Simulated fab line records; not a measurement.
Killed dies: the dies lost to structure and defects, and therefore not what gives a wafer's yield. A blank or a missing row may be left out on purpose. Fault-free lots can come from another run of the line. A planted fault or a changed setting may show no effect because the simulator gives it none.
Chamber matching | flow sfq line | SFQ_TRILAYER_I1_CMP_CMP_046 on cmp-01: 4 sister chambers
The step polishes SiO2. 18 wafers are shown with their chamber, then 9 later ones without.

## EACH WAFER AND ITS CHAMBER
wafer  | chamber | motor current A (A) | time to endpoint s (s) | slurry flow ml min
L957.2 | 2       | 10.4                | 198                    | 150.2
L957.5 | 0       | 9.2                 | 211                    | 150.2
L957.6 | 3       | 10.6                | 208                    | 149.7
L961.4 | 0       | 9.3                 | 215                    | 150.4
L961.5 | 3       | 10.3                | 206                    | 149.9
L961.6 | 2       | 10.7                | 208                    | 150.4
L964.2 | 3       | 10.2                | 204                    | 149.7
L964.3 | 0       | 9.4                 | 209                    | 149.3
L964.6 | 2       | 10.2                | 215                    | 150.1
L965.2 | 3       | 10.0                | 206                    | 149.9
L965.5 | 0       | 8.9                 | 215                    | 149.9
L965.6 | 1       | 11.2                | 209                    | 150.3
L966.2 | 2       | 9.6                 | 202                    | 150.2
L966.3 | 1       | 11.8                | 215                    | 150.0
L966.6 | 1       | 11.7                | 213                    | 150.4
L967.1 | 2       | 10.1                | 210                    | 150.5
L967.4 | 1       | 11.1                | 216                    | 149.5
L967.6 | 2       | 9.9                 | 211                    | 150.8

SIGNATURES, as means of the wafers listed above
reading            | chamber 0 | chamber 1 | chamber 2 | chamber 3 | scatter within a chamber
motor current A    | 9.200     | 11.450    | 10.150    | 10.275    | 0.32
time to endpoint s | 212.50    | 213.25    | 207.33    | 206.00    | 4.3
slurry flow ml min | 149.950   | 150.050   | 150.367   | 149.800   | 0.333
Rule: for each reading, subtract the chamber's mean from the wafer's reading, divide by that reading's scatter and square the result; add these up over the readings and take the root, which gives the wafer's distance from the chamber. If the next closest chamber is less than 2 further off than the closest, the wafer can't be placed; otherwise it belongs to the closest. The scatter is the square root of a quotient: the sum, over the shown wafers, of each reading's squared deviation from its chamber's mean, divided by wafers minus chambers.

## WAFERS WITHOUT THEIR CHAMBER
wafer  | motor current A (A) | time to endpoint s (s) | slurry flow ml min
L976.2 | 9.1                 | 207                    | 149.7
L976.5 | 10.2                | 208                    | 150.1
L976.6 | 10.0                | 221                    | 149.8
L978.4 | 10.0                | 211                    | 150.6
L978.2 | 11.6                | 211                    | 150.1
L978.6 | 10.4                | 218                    | 150.0
L979.4 | 10.0                | 209                    | 150.2
L979.3 | 8.9                 | 211                    | 149.3
L979.5 | 10.3                | 206                    | 149.7

## EACH ONE'S CHAMBER
wafer  | from the rows above               | in truth
L976.2 | 0                                 | 0
L976.5 | can't be placed: 2 or 3           | 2
L976.6 | can't be placed: 0 or 3 or 2 or 1 | 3
L978.4 | can't be placed: 2 or 3 or 0      | 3
L978.2 | 1                                 | 1
L978.6 | can't be placed: 2 or 3 or 1 or 0 | 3
L979.4 | can't be placed: 2 or 3 or 0      | 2
L979.3 | 0                                 | 0
L979.5 | can't be placed: 3 or 2           | 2
Correctly placed: 3 of 9. Can't be placed from these rows: 6 (the true chamber is among the candidates in 6). Placed wrongly: 0.
